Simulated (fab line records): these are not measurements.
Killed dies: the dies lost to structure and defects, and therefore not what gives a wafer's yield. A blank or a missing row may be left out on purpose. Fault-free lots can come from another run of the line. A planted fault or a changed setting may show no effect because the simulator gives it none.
fab line records | flow gf180mcu
record: lots: 12 wafers: 34 lastDay: 34
route steps=602 shown STI@15 NWELL@49 HV_LDD@208
lots that met no fault: taken from a fault-free run of the same line
startH: hours from the record's first day to the start of the lot's first wafer shown | waitH: hours since the lot's step before | " repeats the value in the row above | L1.1+2: a row that stands for several wafers | - value missing, or start not given | * or withheld: withheld | < > ~ a bound
route shown NAME@n: a module of which the file shows steps, and the number in the route of the first | usual: average and standard deviation across the fault-free wafers | same: alike in all rows | chamber/n: place in a boat | sites: the reading at each site | _std_site: their standard deviation | _edge_site: the outer-site mean with the inner-site mean subtracted | radiusMm: for every site, how far away it sits from the centre of the wafer | mask NAME#n: copy n | behind: the tool/chamber that last shaped the wafer | hold: cause of the lot's hold/its duration in hours/its outcome | device: the transistor (n, p or np) that didn't switch | end of line: the route-end tests of the same wafers | a step without rows: its recipe alone | killed: dies that structure and defects cost at the first sort, which is not the same as the wafer's yield | map: shows each die of a wafer: x if killed, . if not, _ if none is there
set.NAME: setting as actually run; set.NAME@STEP: the setting as run at that earlier step | model.NAME: the simulator's own value behind a step, which no gauge read
one table for each step of the route and one row for each wafer, over a sample of lots
services: the hour from which a tool's chamber was out of use, counted from the record's first day as startH (under 0 if before that day), plus the number of hours and why
== steps ==
step: GF_STI_ETCH_14
recipe: target: Si chemistry: HBr/Cl2/O2 targetDepthNm: 360 icpW: 600 biasW: 150 pressureMtorr: 15 HBr_flow_sccm: 150 Cl2_flow_sccm: 40 O2_flow_sccm: 6 timeS: 102.9
usual: biasW: 150.0/0.47 drypumpMotorCurrentA: 5.52/0.17 oesProductAu: 1.011/0.016 rfFwdPowerW: 596.0/2.1 throttleValvePct: 25.650/0.013
columns lot.wafer tool chamber startH waitH biasW drypumpMotorCurrentA oesProductAu rfFwdPowerW rfHoursCounterH throttleValvePct
L632.1 rieSi-02 2 24.28 0.0 150.1 5.53 1.001 596.7 1 25.663
L632.5 " 1 " " 150.2 5.23 1.005 592.4 - 25.650
L632.6 " 2 " " 150.0 5.51 1.000 596.4 - 25.655
L633.1 rieSi-01 3 32.53 0.0 148.6 5.62 1.033 601.7 2 25.634
L633.5 " 3 " " 149.5 5.59 1.035 596.0 - 25.638
L633.6 " 0 " " 150.1 5.67 0.992 596.4 - 25.657
L634.4 rieSi-02 3 39.03 0.0 150.3 5.55 1.038 596.9 85 25.635
L634.5 " 0 " " 150.0 5.53 1.018 597.4 - 25.653
L634.6 " 3 " " 150.5 5.54 1.028 595.2 - 25.635
L641.2 rieSi-01 1 72.26 0.0 149.8 5.72 0.749 599.6 33 25.826
L641.3 " 3 " " 149.6 5.61 1.020 596.9 2 25.645
L643.1 rieSi-01 3 84.73 0.0 150.1 5.56 1.024 597.4 2 25.645
L643.2 " 2 " " 150.1 5.32 0.737 595.3 79 25.809
L645.1 rieSi-02 2 92.90 0.0 150.6 5.50 1.003 592.8 2 25.676
L645.3 " 0 " " 150.1 5.53 1.023 595.5 35 25.623
L645.4 " 1 " " 150.1 5.21 1.012 599.2 146 25.641
L646.1 rieSi-02 2 98.23 0.0 149.7 5.49 1.012 594.3 2 25.660
L646.5 " 2 " " 149.3 5.50 0.991 594.7 - 25.658
L646.6 " 3 " " 150.1 5.57 1.023 594.7 - 25.634
L648.1 rieSi-02 2 108.68 0.0 150.3 5.49 0.997 594.5 2 25.661
L648.2 " 3 " " 149.6 5.55 1.042 594.6 86 25.621
L648.3 " 0 " " 149.7 5.53 1.032 598.6 35 25.652
L650.1 rieSi-02 2 117.63 0.0 150.2 5.50 1.005 592.1 2 25.644
L650.3 " 0 " " 149.4 5.56 1.035 598.3 35 25.641
L650.5 " 3 " " 150.2 5.55 1.039 598.6 - 25.619
L652.1 rieSi-02 1 128.60 0.0 150.5 5.21 1.004 596.5 0 25.659
L652.4 " 0 " " 149.4 5.51 1.020 598.7 35 25.660
L652.6 " 2 " " 149.8 5.51 0.978 591.0 - 25.677
L653.1 rieSi-02 2 133.46 0.0 150.3 5.51 0.991 594.1 2 25.679
L653.4 " 1 " " 149.4 5.23 1.015 594.7 0 25.638
L653.5 " 1 " " 148.6 5.21 1.007 594.1 - 25.655
L655.3 rieSi-02 3 144.28 0.0 149.4 5.57 1.040 595.0 86 25.660
L655.4 " 2 " " 149.7 5.52 1.005 592.8 2 25.667
L655.5 " 0 " " 150.0 5.55 1.012 597.5 - 25.653
step: GF_STI_STRIP_15
recipe: chemistry: O2/N2 powerW: 1400 pressureMtorr: 1500 platenTempC: 250 o2FlowSccm: 3000 n2FlowSccm: 300 overashFraction: 0.5
usual: drypumpMotorCurrentA: 5.8/0.38 heaterPowerW: 319/37 oesProductAu: 0.384/0.0049 platenTempC: 250.01/0.18 stripTimeToEndpointS: 3.71/0.063
columns lot.wafer tool chamber startH waitH drypumpMotorCurrentA heaterPowerW oesProductAu platenTempC rfHoursCounterH stripTimeToEndpointS
L632.1 plasmaAsher-01 1 24.36 0.0 6.4 286 0.383 250.15 36 3.67
L632.5 " 0 " " 5.7 329 0.382 249.99 - 3.71
L632.6 " 1 " " 6.4 283 0.389 250.20 - 3.66
L633.1 plasmaAsher-01 0 32.61 0.0 5.8 332 0.379 250.12 37 3.63
L633.5 " 1 " " 6.4 278 0.378 249.79 - 3.62
L633.6 " 0 " " 5.8 335 0.376 250.05 - 3.68
L634.4 plasmaAsher-02 0 39.14 0.1 6.0 360 0.380 250.10 - 3.69
L634.5 " 1 " " 5.2 370 0.377 249.69 - 3.79
L634.6 " 0 " " 6.0 366 0.387 249.97 - 3.68
L641.2 plasmaAsher-01 0 72.34 0.0 5.8 336 0.405 250.07 41 4.22
L641.3 " 1 " " 6.4 280 0.382 249.97 - 3.73
L643.1 plasmaAsher-01 0 84.81 0.0 5.8 328 0.376 250.11 42 3.69
L643.2 " 1 " " 6.4 278 0.401 249.95 42 4.29
L645.1 plasmaAsher-04 0 92.97 0.0 5.9 328 0.381 250.19 43 3.70
L645.3 " 1 " " 5.4 257 0.384 249.99 - 3.66
L645.4 " 0 " " 5.9 327 0.383 250.37 - 3.62
L646.1 plasmaAsher-02 1 98.31 0.0 5.2 363 0.393 249.86 31 3.81
L646.5 " 0 " " 6.0 365 0.390 249.85 - 3.82
L646.6 " 1 " " 5.2 360 0.390 249.90 - 3.63
L648.1 plasmaAsher-02 0 108.76 0.0 6.0 363 0.382 249.97 32 3.67
L648.2 " 1 " " 5.2 370 0.383 249.87 32 3.64
L648.3 " 0 " " 6.0 362 0.382 250.03 - 3.58
L650.1 plasmaAsher-01 1 117.71 0.0 6.4 276 0.388 250.04 46 3.74
L650.3 " 0 " " 5.8 328 0.378 249.70 - 3.66
L650.5 " 0 " " 5.8 331 0.381 250.02 - 3.67
L652.1 plasmaAsher-04 0 128.67 0.0 5.8 330 0.387 249.95 1 3.74
L652.4 " 0 " " 5.8 318 0.379 249.84 - 3.68
L652.6 " 1 " " 5.4 266 0.384 249.98 - 3.74
L653.1 plasmaAsher-01 1 133.54 0.0 6.4 287 0.388 250.04 48 3.77
L653.4 " 0 " " 5.8 333 0.377 249.91 - 3.72
L653.5 " 1 " " 6.4 282 0.388 250.16 - 3.74
L655.3 plasmaAsher-04 0 144.39 0.1 5.9 324 0.384 249.98 - 3.60
L655.4 " 1 " " 5.4 266 0.383 250.31 - 3.74
L655.5 " 0 " " 5.8 323 0.379 250.06 - 3.66
step: GF_NWELL_OVL_MEAS_07
usual: NWELL_OVL: 1.4/1.2
columns lot.wafer tool chamber startH waitH NWELL_OVL[nm]
L632.1 overlay-02 - 59.29 - 2.6
L632.5 " - " " 1.9
L632.6 " - " " 0.0
L633.1 overlay-01 - 61.65 - 1.7
L633.5 " - " " 2.6
L633.6 " - " " 1.8
L634.4 overlay-02 - 71.12 - 3.3
L634.5 " - " " 2.5
L634.6 " - " " 1.9
L641.2 overlay-02 - 105.02 - 2.4
L641.3 " - " " 3.1
L643.1 overlay-01 - 117.51 - 1.7
L643.2 " - " " 0.6
L645.1 overlay-01 - 128.99 - -0.7
L645.3 " - " " 0.4
L645.4 " - " " 0.4
L646.1 overlay-02 - 131.44 - -0.5
L646.5 " - " " 0.3
L646.6 " - " " -0.6
L648.1 overlay-02 - 144.26 - 2.2
L648.2 " - " " 2.0
L648.3 " - " " 2.5
L650.1 overlay-02 - 153.95 - -0.3
L650.3 " - " " 1.5
L650.5 " - " " 0.9
L652.1 overlay-02 - 164.75 - 0.8
L652.4 " - " " 2.3
L652.6 " - " " 1.4
L653.1 overlay-01 - 169.09 - 0.0
L653.4 " - " " 0.8
L653.5 " - " " 1.2
L655.3 overlay-02 - 181.11 - 0.0
L655.4 " - " " 1.7
L655.5 " - " " 2.2
step: GF_HV_LDD_OVL_MEAS_32
usual: HV_LDD_02_OVL: 0.0/1.2
columns lot.wafer tool chamber startH waitH HV_LDD_02_OVL[nm]
L632.1 overlay-02 - 258.18 0.1 0.4
L632.5 " - " " 1.1
L632.6 " - " " 0.3
L633.1 overlay-02 - 261.41 0.1 1.0
L633.5 " - " " 1.7
L633.6 " - " " 2.2
L634.4 overlay-01 - 273.10 0.1 0.9
L634.5 " - " " 0.7
L634.6 " - " " 0.7
L641.2 overlay-02 - 322.54 0.1 1.7
L641.3 " - " " -0.3
L643.1 overlay-01 - 339.48 0.1 0.5
L643.2 " - " " 0.6
L645.1 overlay-02 - 357.35 0.1 -2.1
L645.3 " - " " 0.1
L645.4 " - " " -0.9
L646.1 overlay-01 - 364.08 0.1 1.1
L646.5 " - " " 1.3
L646.6 " - " " 1.1
L648.1 overlay-02 - 378.00 0.1 -0.2
L648.2 " - " " -0.7
L648.3 " - " " -2.1
L650.1 overlay-02 - 396.53 0.1 0.6
L650.3 " - " " 1.7
L650.5 " - " " 0.8
L652.1 overlay-02 - 407.85 0.1 1.1
L652.4 " - " " 1.0
L652.6 " - " " 2.6
L653.1 overlay-02 - 420.23 0.1 -1.0
L653.4 " - " " 0.6
L653.5 " - " " 1.1
L655.3 overlay-02 - 431.54 0.1 0.7
L655.4 " - " " 0.2
L655.5 " - " " -0.4
step: GF_HV_LDD_TW_MEAS_38
usual: HV_LDD_3_TW: 1425/8.4
columns lot.wafer tool chamber startH waitH HV_LDD_3_TW
L632.1 filmMetro-03 - 258.92 0.1 1418
L632.5 " - " " 1419
L632.6 " - " " 1416
L633.1 filmMetro-03 - 262.14 0.1 1411
L633.5 " - " " 1416
L633.6 " - " " 1412
L634.4 filmMetro-03 - 273.85 0.1 1422
L634.5 " - " " 1418
L634.6 " - " " 1422
L641.2 filmMetro-04 - 323.28 0.1 1423
L641.3 " - " " 1425
L643.1 filmMetro-02 - 340.22 0.1 1432
L643.2 " - " " 1429
L645.1 filmMetro-02 - 358.08 0.1 1426
L645.3 " - " " 1431
L645.4 " - " " 1432
L646.1 filmMetro-03 - 364.81 0.1 1412
L646.5 " - " " 1432
L646.6 " - " " 1417
L648.1 filmMetro-04 - 378.74 0.1 1417
L648.2 " - " " 1420
L648.3 " - " " 1416
L650.1 filmMetro-02 - 397.27 0.1 1421
L650.3 " - " " 1422
L650.5 " - " " 1416
L652.1 filmMetro-02 - 408.58 0.1 1443
L652.4 " - " " 1444
L652.6 " - " " 1442
L653.1 filmMetro-02 - 420.96 0.1 1427
L653.4 " - " " 1449
L653.5 " - " " 1442
L655.3 filmMetro-04 - 432.28 0.1 1420
L655.4 " - " " 1422
L655.5 " - " " 1424
== services ==
columns tool chamber startH hours kind
rieSi-02 2 8.76 5.0 repair
rieSi-02 3 12.42 7.2 repair
rieSi-02 - 15.86 1.8 repair
plasmaAsher-02 - 66.85 1.5 repair
rieSi-01 2 93.67 3.3 repair
rieSi-02 1 104.23 - clean
rieSi-02 1 104.23 19.8 scheduledDown
rieSi-02 1 104.23 19.8 ventCycle
rieSi-01 - 106.72 2.8 pm
plasmaAsher-04 - 108.75 9.0 pm
plasmaAsher-04 0 108.75 9.0 ventCycle
plasmaAsher-04 1 108.75 9.0 ventCycle
plasmaAsher-04 0 117.75 - clean
plasmaAsher-04 1 117.75 - clean
== key ==
firstSign: step: GF_STI_ETCH_14 reading: oesProductAu direction: down sigmas: 17 usual: 1.011 struck: 0.743
effect: step: GF_STI_ETCH_14 reading: throttleValvePct direction: up sigmas: 12 usual: 25.650 struck: 25.817
effect: step: GF_STI_STRIP_15 reading: stripTimeToEndpointS direction: up sigmas: 8.6 usual: * struck: *
metAt GF_STI_ETCH_14
struckLots L641,L643
struckWafers L641.2,L643.2
testerLeftOut L641,L643
notActingAt GF_NWELL_OVL_MEAS_07,GF_HV_LDD_OVL_MEAS_32,GF_HV_LDD_TW_MEAS_38
onsetBetween 32.53 72.26
fault: kind: processParameterDrift tool: rieSi-01 chamber: - onsetH: 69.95 steps: GF_STI_ETCH_14 channel: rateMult offset: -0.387 shape: step endH: 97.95 scope: struckWafersOnly
testerLeftOut: of these lots the tester's yield and bins aren't shown, on N5 and GAA mostly nor the transistor test; their killed dies are dies lost to structure and defects alone, not to doping, threshold or leakage, so they don't give the yield
